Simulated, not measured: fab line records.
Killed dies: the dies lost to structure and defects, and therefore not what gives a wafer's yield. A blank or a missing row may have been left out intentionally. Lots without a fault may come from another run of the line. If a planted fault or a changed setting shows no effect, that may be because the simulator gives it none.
Which of the tools did it? + flow sky130 + Sampling: 6 lots, 18 wafers, 2 of 708 route steps

## WHAT THE GAUGES READ, wafer by wafer
SKY_VT_ADJUST_LVTN_TW_MEAS_10.
| lot  | measured     | on            | VT_ADJUST_LVTN_TW |
|------|--------------|---------------|-------------------|
| L327 | day 7 05:47  | film metro-02 | 243.7 242.8 244.0 |
| L330 | day 8 01:41  | film metro-01 | 246.0 246.9 246.2 |
| L338 | day 10 01:41 | film metro-02 | 255.6 254.2 254.1 |
| L340 | day 10 16:23 | film metro-02 | 243.6 242.8 244.4 |
| L346 | day 12 13:32 | film metro-03 | 239.1 239.8 240.3 |
| L349 | day 14 06:32 | film metro-02 | 243.9 244.3 244.3 |

## WHAT TOOL EACH LOT RAN ON (gives the tool, then ch and the chambers of the sampled wafers, and finally the start)
| lot  | SKY_VT_ADJUST_LVTN_IMPLANT_08   |
|------|---------------------------------|
| L327 | implanter-01 ch 0, day 7 05:33  |
| L330 | implanter-01 ch 0, day 8 01:28  |
| L338 | implanter-01 ch 0, day 10 01:28 |
| L340 | implanter-02 ch 0, day 10 16:10 |
| L346 | implanter-03 ch 0, day 12 13:19 |
| L349 | implanter-03 ch 0, day 14 06:19 |
- SKY_VT_ADJUST_LVTN_IMPLANT_08

## THE ANSWER, worked out from the rows above alone
Rule: the lots themselves supply what counts as usual. The widest of any qualifying gaps counts: lots, ordered by their means at a reading, are off when they make up no more than a third of the lots, leave a main group of 4 or more, and stand apart from it by 3 or more times the standard deviation of that group's means. A main group is skipped when, at the precision printed for the reading in the tables above, its means are all equal. A lot without any number at a reading at which 4 lots or more have one is off too. Any other lot the step has rows for is counted as sound.
Off: at SKY_VT_ADJUST_LVTN_TW_MEAS_10 (VT_ADJUST_LVTN_TW), L338. The main group: mean 243.5, standard deviation 2.1.
If a tool, at a process step before that reading, ran all the lots that are off and no sound lot after the first of them, it fits. The gauges at SKY_VT_ADJUST_LVTN_TW_MEAS_10 are tried like those tools. One fits: implanter-01 at SKY_VT_ADJUST_LVTN_IMPLANT_08. Its last sound lot is L330 (day 8 01:28), its first lot that is off L338 (day 10 01:28): a fault that began between those two fits.

## WHAT WAS PUT IN BY THE SIMULATOR
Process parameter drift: implanter-01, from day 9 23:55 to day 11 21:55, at SKY_VT_ADJUST_LVTN_IMPLANT_08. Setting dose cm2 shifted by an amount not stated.
Shown lots that were struck: L338. The rule given above showed the same thing.
